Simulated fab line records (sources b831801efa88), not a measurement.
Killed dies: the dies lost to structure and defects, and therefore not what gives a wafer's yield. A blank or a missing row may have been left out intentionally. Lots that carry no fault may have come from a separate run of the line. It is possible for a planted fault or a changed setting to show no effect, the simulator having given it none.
fab line records	flow sky130
[record] lots = 11	wafers = 32	last_day = 50
route steps=708 shown CAPM@539 VIA3@575 PAD_OPEN@708
lots with no fault: from the same line, run without faults
start_h: start of the lot's first displayed wafer, in hours after the record's first day	wait_h: hours since the lot's step before	" identical to the entry in the row above	L1.1+2: several wafers, shown together as one row	- no value, or no start was given	* or withheld: withheld	< > ~ a bound
route shown NAME@n: a module of which the file shows steps, and the number in the route of the first	usual: mean/standard deviation of fault-free wafers	same: alike in all rows	chamber/n: place in a boat	sites: the reading at each site	_std_site: standard deviation across them	_edge_site: the outer-site mean with the inner-site mean subtracted	radius_mm: for every site, how far away it sits from the centre of the wafer	mask NAME#n: copy n	behind: the last tool/chamber to shape the wafer	hold: reason for holding the lot/hours on hold/outcome of the hold	device: the transistor (n, p or np) that didn't switch	end of line: the route-end tests of the same wafers	step lacking rows: just its recipe	killed: not the wafer's yield, but the dies lost to structure and defects at the first sort	map: a wafer's dies, x killed, . not, _ none there
set.NAME: setting as actually run; set.NAME@STEP: the setting as run at that earlier step	model.NAME: the simulator's own value behind a step, which no gauge read
steps of the route over a sample of lots; a table a step, a row a wafer
services: from which hour (start_h, from the record's first day; less than 0 if before it) a tool's chamber was out of use, for how many hours, and why
[[steps]]
[step SKY_CAPM_SPUTTER_02]
[recipe] material = TiN	target_thk_nm = 200	temp_c = 300	power_w = 6500	time_s = 166.7	chamber_pressure_pa = 0.4
[usual] throttle_valve_pct = 30.2/1.2
lot.wafer	tool	chamber	start_h	wait_h	throttle_valve_pct
L206.1	pvd_sputter-01	-	841.05	0.1	30.2
L206.4	"	-	"	"	30.9
L206.5	"	-	"	"	29.4
L207.1	pvd_sputter-03	-	849.64	0.1	29.1
L207.5	"	-	"	"	31.6
L207.6	"	-	"	"	28.6
L208.4	pvd_sputter-01	-	856.42	0.0	30.9
L208.5	"	-	"	"	29.7
L208.6	"	-	"	"	31.2
L209.4	pvd_sputter-01	-	863.72	0.0	30.3
L209.5	"	-	"	"	30.9
L209.6	"	-	"	"	29.9
L211.1	pvd_sputter-04	-	889.62	0.1	29.1
L211.2	"	-	"	"	29.7
L211.5	"	-	"	"	29.7
L212.3	pvd_sputter-01	-	913.57	0.0	29.7
L212.4	"	-	"	"	30.0
L212.5	"	-	"	"	31.0
L214.2	pvd_sputter-01	-	914.38	0.0	29.7
L214.3	"	-	"	"	31.0
L214.6	"	-	"	"	30.9
L221.2	pvd_sputter-03	-	964.57	0.0	28.5
L221.3	"	-	"	"	31.7
L221.5	"	-	"	"	28.9
L223.3	pvd_sputter-03	-	975.55	0.0	29.0
L223.5	"	-	"	"	28.6
L228.2	pvd_sputter-03	-	1004.80	0.0	31.3
L228.4	"	-	"	"	29.0
L228.6	"	-	"	"	29.2
L229.1	pvd_sputter-04	-	1008.05	0.1	30.7
L229.3	"	-	"	"	30.0
L229.6	"	-	"	"	29.1
[step SKY_VIA3_CMP_02]
[recipe] material = SiO2	down_force_psi = 4	platen_rpm = 60	pad_velocity_m_s = 0.94248
[usual] motor_current_A = 11.7/1.4	slurry_flow_ml_min = 150.0/0.47
lot.wafer	tool	chamber	start_h	wait_h	motor_current_A	slurry_flow_ml_min
L206.1	cmp-02	0	894.54	0.1	11.6	150.4
L206.4	"	1	"	"	13.9	150.5
L206.5	"	3	"	"	10.7	149.8
L207.1	cmp-01	2	901.92	0.1	10.1	149.7
L207.5	"	1	"	"	13.9	150.4
L207.6	"	2	"	"	9.7	149.8
L208.4	cmp-01	3	910.32	0.2	12.1	150.0
L208.5	"	0	"	"	10.6	150.1
L208.6	"	1	"	"	13.9	150.1
L209.4	cmp-01	2	916.43	0.0	9.8	149.7
L209.6	"	2	"	"	10.2	150.0
L209.5	"	3	"	"	11.8	149.8
L211.1	cmp-02	2	941.43	0.1	11.9	150.1
L211.2	"	1	"	"	13.8	150.9
L211.5	"	2	"	"	12.7	150.1
L214.3	cmp-02	0	964.99	0.1	11.2	150.6
L214.2	"	1	"	"	14.0	149.7
L214.6	"	3	"	"	10.7	149.5
L212.4	cmp-02	1	965.96	0.1	13.6	149.9
L212.3	"	2	"	"	12.5	149.2
L212.5	"	0	"	"	11.5	149.8
L221.3	cmp-02	3	1013.17	0.1	10.2	149.8
L221.2	"	1	"	"	14.1	149.1
L221.5	"	3	"	"	10.1	149.6
L223.3	cmp-02	0	1023.66	0.1	11.5	150.4
L223.5	"	0	"	"	11.6	149.7
L228.4	cmp-01	1	1052.04	0.3	14.0	150.0
L228.2	"	2	"	"	10.1	149.9
L228.6	"	1	"	"	13.8	150.1
L229.1	cmp-02	0	1054.63	0.1	12.0	149.7
L229.3	"	1	"	"	13.7	149.7
L229.6	"	3	"	"	10.9	150.6
[step SKY_VIA3_ETCH_15]
[recipe] target = SiO2	chemistry = C4F8/O2/Ar	target_depth_nm = 507	stop_on = TiN	mask_material = KrF-thick	source_w = 1500	bias_w = 1200	pressure_mtorr = 40	c4f8_flow_sccm = withheld	O2_flow_sccm = 6	Ar_flow_sccm = 300	time_s = 78
[usual] oes_product_au = 0.946/0.0048
lot.wafer	tool	chamber	start_h	wait_h	oes_product_au
L206.1	rie_diel-03	2	920.47	0.0	0.942
L206.4	"	0	"	"	0.947
L206.5	"	2	"	"	0.949
L207.1	rie_diel-04	3	926.94	0.0	0.942
L207.5	"	2	"	"	0.938
L207.6	"	1	"	"	0.947
L208.4	rie_diel-01	0	935.00	0.0	0.947
L208.5	"	3	"	"	0.949
L208.6	"	2	"	"	0.953
L209.4	rie_diel-01	3	941.67	0.0	0.945
L209.5	"	2	"	"	0.951
L209.6	"	0	"	"	0.941
L211.1	rie_diel-01	2	965.81	0.0	0.948
L211.2	"	0	"	"	0.946
L211.5	"	1	"	"	0.949
L214.2	rie_diel-01	2	989.14	0.0	0.947
L214.3	"	3	"	"	0.946
L214.6	"	2	"	"	0.949
L212.3	rie_diel-04	0	990.16	0.0	0.951
L212.4	"	2	"	"	0.935
L212.5	"	3	"	"	0.946
L221.2	rie_diel-01	1	1036.02	0.0	0.948
L221.3	"	2	"	"	0.944
L221.5	"	3	"	"	0.956
L223.3	rie_diel-01	0	1045.86	0.0	0.943
L223.5	"	3	"	"	0.948
L228.2	rie_diel-04	2	1073.64	0.0	0.949
L228.4	"	0	"	"	0.942
L228.6	"	2	"	"	0.938
L229.1	rie_diel-04	1	1075.87	0.0	0.943
L229.3	"	2	"	"	0.947
L229.6	"	2	"	"	0.952
[step SKY_VIA3_STRIP_16]
[recipe] chemistry = O2/N2	power_w = 1400	pressure_mtorr = 1500	platen_temp_c = withheld	o2_flow_sccm = 3000	n2_flow_sccm = 300	overash_fraction = 0.5
[usual] drypump_motor_current_A = 5.6/0.4	o2_flow_sccm = 3000/9.9	oes_product_au = 0.401/0.0045	strip_time_to_endpoint_s = 4.131/0.023
lot.wafer	tool	chamber	start_h	wait_h	drypump_motor_current_A	o2_flow_sccm	oes_product_au	rf_hours_counter_h	strip_time_to_endpoint_s
L206.1	plasma_asher-02	0	920.53	0.0	5.9	2994	0.402	49	4.126
L206.4	"	0	"	"	5.9	2987	0.404	-	4.110
L206.5	"	1	"	"	5.1	2992	0.400	-	4.112
L207.1	plasma_asher-01	1	927.00	0.0	5.6	2997	0.405	110	4.135
L207.5	"	0	"	"	5.3	3003	0.397	-	4.128
L207.6	"	1	"	"	5.5	3008	0.400	-	4.107
L208.4	plasma_asher-02	1	935.06	0.0	5.1	3001	0.407	-	4.127
L208.5	"	1	"	"	5.1	2998	0.393	-	4.146
L208.6	"	0	"	"	5.9	3002	0.403	-	4.131
L209.4	plasma_asher-04	0	941.73	0.0	5.8	2994	0.402	-	4.109
L209.5	"	1	"	"	6.2	3008	0.405	-	4.114
L209.6	"	0	"	"	5.8	2979	0.409	-	4.109
L211.1	plasma_asher-04	1	965.87	0.0	6.2	2996	0.403	82	4.128
L211.2	"	0	"	"	5.8	3008	0.402	82	4.115
L211.5	"	0	"	"	5.8	3005	0.406	-	4.113
L214.2	plasma_asher-04	1	989.20	0.0	6.2	3016	0.404	85	4.162
L214.3	"	0	"	"	5.8	2977	0.406	-	4.169
L214.6	"	1	"	"	6.1	3013	0.402	-	4.145
L212.3	plasma_asher-02	1	990.25	0.1	5.1	2997	0.400	-	4.172
L212.4	"	0	"	"	5.9	3002	0.399	-	4.134
L212.5	"	1	"	"	5.1	3013	0.410	-	4.133
L221.2	plasma_asher-02	1	1036.08	0.0	5.1	2989	0.410	61	4.128
L221.3	"	0	"	"	5.9	2991	0.376	-	3.625
L221.5	"	0	"	"	5.9	3001	0.406	-	4.152
L223.3	plasma_asher-02	0	1045.95	0.1	5.8	2991	0.384	-	3.585
L223.5	"	0	"	"	5.9	2985	0.399	-	4.099
L228.2	plasma_asher-02	0	1073.70	0.0	5.9	2997	0.399	65	4.159
L228.4	"	1	"	"	5.1	2996	0.401	-	4.168
L228.6	"	1	"	"	5.1	2995	0.398	-	4.135
L229.1	plasma_asher-02	0	1075.93	0.0	5.9	2991	0.403	65	4.115
L229.3	"	1	"	"	5.1	2998	0.397	-	4.107
L229.6	"	0	"	"	5.9	2990	0.403	-	4.138
[step SKY_VIA3_CVD_21]
[recipe] material = W	target_thk_nm = 390	time_s = 117.31	temp_c = 400	pressure_torr = 40
[usual] heater_power_w = 897/42
lot.wafer	tool	chamber	start_h	wait_h	heater_power_w
L206.1	cvd_w-01	0	921.18	0.0	886
L206.4	"	0	"	"	903
L206.5	"	1	"	"	834
L207.1	cvd_w-01	0	927.65	0.0	880
L207.5	"	1	"	"	820
L207.6	"	0	"	"	881
L208.4	cvd_w-01	0	935.73	0.1	873
L208.5	"	0	"	"	892
L208.6	"	1	"	"	819
L209.4	cvd_w-01	0	942.46	0.1	892
L209.5	"	0	"	"	899
L209.6	"	1	"	"	828
L211.1	cvd_w-01	1	966.52	0.0	831
L211.2	"	0	"	"	901
L211.5	"	0	"	"	871
L214.2	cvd_w-02	1	989.85	0.0	929
L214.3	"	0	"	"	926
L214.6	"	1	"	"	917
L212.3	cvd_w-02	0	990.92	0.1	930
L212.4	"	1	"	"	914
L212.5	"	0	"	"	936
L221.2	cvd_w-02	1	1036.74	0.0	923
L221.3	"	0	"	"	945
L221.5	"	1	"	"	914
L223.3	cvd_w-01	1	1046.61	0.1	831
L223.5	"	1	"	"	836
L228.2	cvd_w-01	0	1074.35	0.0	906
L228.4	"	0	"	"	904
L228.6	"	1	"	"	837
L229.1	cvd_w-02	0	1076.69	0.0	964
L229.3	"	0	"	"	950
L229.6	"	1	"	"	928
[step SKY_PAD_OPEN_PROBE_99]
[usual] defect_limited_yield = 82.0/1.9	killed_at_M0_to_M3 = 45/6.9	killed_at_M4_up = 3.0/1.7	killed_at_contacts = 25/5.6	killed_at_front_end = 15/4.2	killed_at_other = 0.3/0.55	killed_dies = 89/9.6	killed_on_rim = 18/4	killed_open = 49/7.2	killed_short = 39/6.5	sort_bin_3_pad_short = 0.9/0.44	sort_bin_5_function = 10.7/1.4	sort_bin_6_memory = 6.4/1.3	sort_n_pass = 403/9.6	sort_yield_pct = 82.0/1.9
[same] gross_dies = 492	killed_at_back_side = 0	sort_bin_4_leakage[%] = 0	sort_bin_8_speed[%] = 0
lot.wafer	tool	chamber	start_h	wait_h	defect_limited_yield[%]	killed_at_M0_to_M3	killed_at_M4_up	killed_at_contacts	killed_at_front_end	killed_at_other	killed_dies	killed_on_rim	killed_open	killed_short	sort_bin_3_pad_short[%]	sort_bin_5_function[%]	sort_bin_6_memory[%]	sort_n_pass	sort_yield_pct[%]
L206.1	prober-02	-	1068.15	0.1	82.1	44	2	29	13	0	88	14	43	45	1.6	10.2	6.1	404	82.1
L206.4	prober-02	-	1068.30	0.2	80.9	51	2	28	13	0	94	25	58	36	0.2	11.0	7.9	398	80.9
L206.5	prober-02	-	1068.35	0.2	82.5	42	2	22	20	0	86	20	55	31	1.2	8.5	7.7	406	82.5
L207.1	prober-01	-	1073.45	0.1	80.3	53	3	24	17	0	97	19	56	41	1.0	12.2	6.5	395	80.3
L207.5	prober-01	-	1073.65	0.2	83.1	38	4	32	9	0	83	16	40	43	1.2	10.0	5.7	409	83.1
L207.6	prober-01	-	1073.70	0.2	84.8	35	4	23	13	0	75	20	38	37	1.2	7.9	6.1	417	84.8
L208.4	prober-02	-	1081.14	0.2	79.9	54	4	26	15	0	99	26	57	42	1.0	11.6	7.5	393	79.9
L208.5	prober-02	-	1081.19	0.2	82.1	41	3	28	15	1	88	21	45	43	1.2	10.2	6.5	404	82.1
L208.6	prober-02	-	1081.24	0.2	80.5	56	2	24	14	0	96	18	60	36	0	14.8	4.7	396	80.5
L209.4	prober-01	-	1088.09	0.2	82.5	44	2	24	16	0	86	19	51	35	0.4	12.2	4.9	406	82.5
L209.5	prober-01	-	1088.14	0.2	82.5	51	4	21	10	0	86	24	53	33	0.2	11.8	5.5	406	82.5
L209.6	prober-01	-	1088.19	0.2	79.7	59	2	20	19	0	100	15	51	49	0.6	13.2	6.5	392	79.7
L211.1	prober-01	-	1105.46	0.1	83.3	35	1	25	21	0	82	13	53	29	0.8	10.8	5.1	410	83.3
L211.2	prober-01	-	1105.51	0.1	85.0	40	3	19	12	0	74	13	42	32	1.0	7.3	6.7	418	85.0
L211.5	prober-01	-	1105.66	0.2	86.4	32	7	18	10	0	67	14	34	33	0	7.9	5.7	425	86.4
L214.2	prober-02	-	1127.14	0.1	83.1	42	7	27	7	0	83	11	48	35	0.8	10.4	5.7	409	83.1
L214.3	prober-02	-	1127.19	0.2	81.5	34	3	30	23	1	91	23	53	37	0.4	11.8	6.3	401	81.5
L214.6	prober-02	-	1127.34	0.2	80.3	47	2	33	15	0	97	19	49	48	0.4	12.2	7.1	395	80.3
L212.3	prober-01	-	1128.69	0.2	83.7	45	3	21	11	0	80	15	47	33	0.8	10.8	4.7	412	83.7
L212.4	prober-01	-	1128.74	0.2	83.1	37	4	25	16	1	83	17	45	37	0.8	11.2	4.9	409	83.1
L212.5	prober-01	-	1128.79	0.2	82.1	53	1	17	16	1	88	15	45	41	0.8	10.2	6.9	404	82.1
L221.2	prober-02	-	1164.21	0.1	82.1	49	3	25	11	0	88	12	49	39	1.0	11.2	5.7	404	82.1
L221.3	prober-02	-	1164.26	0.2	80.3	49	3	20	24	1	97	21	53	44	0.2	13.2	6.3	395	80.3
L221.5	prober-02	-	1164.36	0.2	84.1	42	0	17	19	0	78	15	36	42	1.0	9.6	5.3	414	84.1
L223.3	prober-02	-	1171.20	0.2	82.3	41	6	25	14	1	87	17	46	41	1.0	10.4	6.3	405	82.3
L223.5	prober-02	-	1171.30	0.2	81.7	40	1	33	16	0	90	16	51	39	1.4	12.0	4.9	402	81.7
L228.2	prober-01	-	1193.73	0.1	80.5	45	3	30	18	0	96	10	50	46	0.8	13.4	5.3	396	80.5
L228.4	prober-01	-	1193.83	0.2	82.9	50	4	18	12	0	84	17	61	23	1.4	10.0	5.7	408	82.9
L228.6	prober-01	-	1193.93	0.2	83.7	33	2	28	17	0	80	15	43	37	0.4	9.8	6.1	412	83.7
L229.1	prober-02	-	1195.34	0.1	83.1	37	5	28	12	1	83	19	48	34	0.6	9.3	6.9	409	83.1
L229.3	prober-02	-	1195.44	0.2	83.5	49	1	21	10	0	81	19	47	33	1.0	9.3	6.1	411	83.5
L229.6	prober-02	-	1195.59	0.2	85.2	42	0	19	11	1	73	13	40	33	0.2	11.0	3.7	419	85.2
// killed by level:class
L206.1 VIA1:geometric_particle:open=14 LI_CONTACT:geometric_particle:open=8 LOCAL_INTERCONNECT:geometric_particle:short=6 CONTACT:geometric_particle:short=6 VIA1:geometric_particle:short=6 FIELD_ISO:geometric_particle:short=5 CONTACT:geometric_particle:open=5 VIA2:geometric_particle:open=5
L206.4 VIA1:geometric_particle:open=19 VIA3:geometric_particle:open=9 CONTACT:geometric_particle:open=9 LI_CONTACT:geometric_particle:open=7 LI_CONTACT:geometric_particle:short=5 CONTACT:geometric_particle:short=4 METAL1:geometric_particle:short=4 METAL2:geometric_particle:short=4
L206.5 VIA1:geometric_particle:open=16 CONTACT:geometric_particle:open=9 VIA3:geometric_particle:open=6 LI_CONTACT:geometric_particle:open=5 VIA1:geometric_particle:short=5 FIELD_ISO:geometric_particle:short=4 POLY_GATE:geometric_particle:open=4 LOCAL_INTERCONNECT:geometric_particle:short=4
L207.1 VIA1:geometric_particle:open=14 CONTACT:geometric_particle:open=9 VIA2:geometric_particle:open=9 METAL1:geometric_particle:short=7 VIA3:geometric_particle:short=7 FIELD_ISO:geometric_particle:open=5 POLY_GATE:geometric_particle:open=4 POLY_GATE:geometric_particle:short=4
L207.5 VIA1:geometric_particle:open=12 CONTACT:geometric_particle:open=11 CONTACT:geometric_particle:short=8 LI_CONTACT:geometric_particle:open=6 VIA1:geometric_particle:short=6 LI_CONTACT:geometric_particle:short=4 VIA3:geometric_particle:open=4 FIELD_ISO:geometric_particle:short=3
L207.6 VIA1:geometric_particle:open=8 CONTACT:geometric_particle:open=7 LOCAL_INTERCONNECT:geometric_particle:short=6 VIA3:geometric_particle:open=5 SPACER:geometric_particle:open=4 LI_CONTACT:geometric_particle:open=4 CONTACT:geometric_particle:short=4 METAL1:geometric_particle:short=4
L208.4 VIA1:geometric_particle:open=14 CONTACT:geometric_particle:open=12 VIA3:geometric_particle:open=12 CONTACT:geometric_particle:short=7 VIA1:geometric_particle:short=6 METAL3:geometric_particle:short=6 FIELD_ISO:geometric_particle:short=5 POLY_GATE:geometric_particle:open=5
L208.5 LI_CONTACT:geometric_particle:open=9 CONTACT:geometric_particle:open=8 VIA1:geometric_particle:short=7 VIA3:geometric_particle:open=7 FIELD_ISO:geometric_particle:open=6 POLY_GATE:geometric_particle:short=5 METAL1:geometric_particle:short=5 LOCAL_INTERCONNECT:geometric_particle:short=5
L208.6 VIA1:geometric_particle:open=19 VIA3:geometric_particle:open=11 CONTACT:geometric_particle:open=9 VIA2:geometric_particle:open=6 METAL2:geometric_particle:short=5 POLY_GATE:geometric_particle:open=4 LOCAL_INTERCONNECT:geometric_particle:short=4 CONTACT:geometric_particle:short=4
L209.4 CONTACT:geometric_particle:open=11 FIELD_ISO:geometric_particle:short=8 VIA1:geometric_particle:open=8 LI_CONTACT:geometric_particle:open=7 VIA2:geometric_particle:open=7 METAL1:geometric_particle:short=7 VIA3:geometric_particle:open=6 METAL2:geometric_particle:short=4
L209.5 VIA1:geometric_particle:open=14 VIA2:geometric_particle:open=9 LI_CONTACT:geometric_particle:open=8 FIELD_ISO:geometric_particle:open=7 CONTACT:geometric_particle:open=7 VIA2:geometric_particle:short=6 VIA1:geometric_particle:short=5 VIA3:geometric_particle:open=5
L209.6 VIA1:geometric_particle:open=15 VIA1:geometric_particle:short=12 CONTACT:geometric_particle:open=9 FIELD_ISO:geometric_particle:short=7 VIA2:geometric_particle:open=6 LI_CONTACT:geometric_particle:open=5 VIA3:geometric_particle:short=5 VIA2:geometric_particle:short=4
L211.1 CONTACT:geometric_particle:open=9 VIA3:geometric_particle:open=8 VIA1:geometric_particle:open=7 FIELD_ISO:geometric_particle:open=5 FIELD_ISO:geometric_particle:short=5 POLY_GATE:geometric_particle:open=5 LI_CONTACT:geometric_particle:short=5 METAL1:geometric_particle:open=5
L211.2 VIA2:geometric_particle:open=12 CONTACT:geometric_particle:open=7 FIELD_ISO:geometric_particle:open=6 VIA1:geometric_particle:open=5 METAL2:geometric_particle:short=5 METAL3:geometric_particle:short=5 VIA3:geometric_particle:open=4 CONTACT:geometric_particle:short=4
L211.5 LI_CONTACT:geometric_particle:open=6 FIELD_ISO:geometric_particle:open=5 LOCAL_INTERCONNECT:geometric_particle:short=5 VIA1:geometric_particle:short=5 VIA1:geometric_particle:open=5 VIA2:geometric_particle:short=5 METAL4:geometric_particle:short=5 METAL3:geometric_particle:short=4
L214.2 VIA1:geometric_particle:open=14 CONTACT:geometric_particle:open=9 LI_CONTACT:geometric_particle:open=6 CONTACT:geometric_particle:short=6 VIA2:geometric_particle:short=5 METAL2:geometric_particle:short=5 METAL1:geometric_particle:short=5 LOCAL_INTERCONNECT:geometric_particle:short=4
L214.3 CONTACT:geometric_particle:open=15 VIA2:geometric_particle:open=8 VIA1:geometric_particle:open=6 CONTACT:geometric_particle:short=5 POLY_GATE:geometric_particle:short=5 POLY_GATE:geometric_particle:open=5 SPACER:geometric_particle:open=5 VIA3:geometric_particle:open=5
L214.6 CONTACT:geometric_particle:open=13 VIA1:geometric_particle:open=11 CONTACT:geometric_particle:short=9 VIA3:geometric_particle:open=8 METAL1:geometric_particle:short=7 VIA1:geometric_particle:short=5 VIA2:geometric_particle:open=5 LI_CONTACT:geometric_particle:open=4
L212.3 VIA1:geometric_particle:open=11 METAL1:geometric_particle:short=9 CONTACT:geometric_particle:open=9 LI_CONTACT:geometric_particle:open=7 METAL2:geometric_particle:short=6 METAL2:geometric_particle:open=5 VIA1:geometric_particle:short=4 VIA2:geometric_particle:open=4
L212.4 VIA3:geometric_particle:open=8 CONTACT:geometric_particle:open=7 METAL1:geometric_particle:short=6 LI_CONTACT:geometric_particle:open=6 CONTACT:geometric_particle:short=6 POLY_GATE:geometric_particle:open=5 METAL2:geometric_particle:short=5 FIELD_ISO:geometric_particle:open=4
L212.5 VIA1:geometric_particle:open=12 VIA2:geometric_particle:open=10 METAL2:geometric_particle:short=8 POLY_GATE:geometric_particle:open=5 LI_CONTACT:geometric_particle:open=5 VIA1:geometric_particle:short=5 FIELD_ISO:geometric_particle:short=4 CONTACT:geometric_particle:short=4
L221.2 VIA1:geometric_particle:open=15 METAL2:geometric_particle:short=10 LI_CONTACT:geometric_particle:open=9 CONTACT:geometric_particle:open=7 VIA2:geometric_particle:open=7 VIA1:geometric_particle:short=5 CONTACT:geometric_particle:short=4 METAL1:geometric_particle:short=4
L221.3 VIA1:geometric_particle:open=13 FIELD_ISO:geometric_particle:short=11 VIA3:geometric_particle:open=8 CONTACT:geometric_particle:open=7 VIA2:geometric_particle:open=7 VIA2:geometric_particle:short=5 LOCAL_INTERCONNECT:geometric_particle:short=5 FIELD_ISO:geometric_particle:open=4
L221.5 VIA1:geometric_particle:open=9 VIA1:geometric_particle:short=9 CONTACT:geometric_particle:open=8 FIELD_ISO:geometric_particle:short=4 SONOS_ONO:geometric_particle:short=4 VIA3:geometric_particle:open=4 METAL2:geometric_particle:short=4 VIA3:geometric_particle:short=4
L223.3 VIA2:geometric_particle:open=8 LI_CONTACT:geometric_particle:open=7 VIA1:geometric_particle:open=7 LI_CONTACT:geometric_particle:short=6 METAL1:geometric_particle:short=6 CONTACT:geometric_particle:open=5 VIA2:geometric_particle:short=4 VIA3:geometric_particle:open=4
L223.5 CONTACT:geometric_particle:open=12 VIA1:geometric_particle:open=10 VIA3:geometric_particle:open=10 LI_CONTACT:geometric_particle:open=8 METAL2:geometric_particle:short=8 FIELD_ISO:geometric_particle:open=5 LOCAL_INTERCONNECT:geometric_particle:short=5 VIA3:geometric_particle:short=5
L228.2 LI_CONTACT:geometric_particle:open=11 CONTACT:geometric_particle:open=11 VIA1:geometric_particle:open=9 VIA1:geometric_particle:short=7 METAL2:geometric_particle:short=6 POLY_GATE:geometric_particle:short=5 VIA2:geometric_particle:open=5 FIELD_ISO:geometric_particle:short=4
L228.4 VIA3:geometric_particle:open=13 VIA1:geometric_particle:open=12 VIA2:geometric_particle:open=12 FIELD_ISO:geometric_particle:open=5 LI_CONTACT:geometric_particle:open=5 CONTACT:geometric_particle:open=5 VIA1:geometric_particle:short=4 METAL3:geometric_particle:short=4
L228.6 CONTACT:geometric_particle:open=9 FIELD_ISO:geometric_particle:open=7 LOCAL_INTERCONNECT:geometric_particle:short=7 VIA1:geometric_particle:open=7 VIA3:geometric_particle:open=6 FIELD_ISO:geometric_particle:short=5 LI_CONTACT:geometric_particle:short=5 VIA3:geometric_particle:short=4
L229.1 CONTACT:geometric_particle:open=9 LI_CONTACT:geometric_particle:open=8 CONTACT:geometric_particle:short=8 VIA1:geometric_particle:open=8 VIA3:geometric_particle:open=7 FIELD_ISO:geometric_particle:open=5 FIELD_ISO:geometric_particle:short=4 METAL1:geometric_particle:short=4
L229.3 VIA1:geometric_particle:open=14 CONTACT:geometric_particle:open=11 VIA3:geometric_particle:open=8 METAL2:geometric_particle:short=7 METAL1:geometric_particle:short=6 VIA1:geometric_particle:short=5 LI_CONTACT:geometric_particle:open=4 CONTACT:geometric_particle:short=3
L229.6 VIA1:geometric_particle:open=14 METAL2:geometric_particle:short=7 VIA3:geometric_particle:open=6 CONTACT:geometric_particle:short=5 FIELD_ISO:geometric_particle:open=4 LOCAL_INTERCONNECT:geometric_particle:short=4 LI_CONTACT:geometric_particle:open=4 VIA2:geometric_particle:short=4
[[services]]
tool	chamber	start_h	hours	kind
cmp-01	-	823.30	1.3	repair
cvd_w-02	-	830.42	6.9	pm
rie_diel-01	2	845.22	5.1	repair
rie_diel-04	1	854.48	2.7	repair
cvd_w-01	1	854.67	11.8	repair
pvd_sputter-01	-	876.53	3.0	repair
rie_diel-04	0	879.64	1.5	repair
cmp-02	-	880.78	2.1	repair
plasma_asher-02	-	897.58	1.9	repair
cmp-02	-	901.54	4.7	pm
cvd_w-01	-	904.00	14.0	pm
rie_diel-01	0	907.31	13.5	repair
cmp-01	-	912.21	4.0	pm
rie_diel-04	0	913.14	2.5	repair
pvd_sputter-04	-	913.38	1.6	repair
pvd_sputter-01	-	929.35	4.1	repair
cmp-02	-	952.26	1.2	repair
rie_diel-04	2	971.29	7.3	repair
cmp-01	-	984.01	0.5	repair
cmp-01	-	994.52	0.3	repair
cmp-02	-	997.77	0.5	repair
cmp-01	-	1008.67	18.0	pm
pvd_sputter-01	-	1016.94	1.3	repair
cmp-02	-	1063.41	6.4	pm
[[key]]
[first_sign] step = SKY_VIA3_STRIP_16	reading = strip_time_to_endpoint_s	direction = down	sigmas = 23	usual = *	struck = *
[effect] step = SKY_VIA3_STRIP_16	reading = oes_product_au	direction = down	sigmas = 4.9	usual = 0.401	struck = 0.380
met_at SKY_VIA3_ETCH_15
struck_lots L221,L223
struck_wafers L221.3,L223.3
not_acting_at SKY_CAPM_SPUTTER_02,SKY_VIA3_CMP_02,SKY_VIA3_CVD_21
onset_between 989.14 1036.02
[fault] kind = process_parameter_drift	tool = rie_diel-01	chamber = -	onset_h = 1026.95	steps = SKY_VIA3_ETCH_15	channel = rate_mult	offset = 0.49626	shape = step	end_h = 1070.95	scope = struck_wafers_only
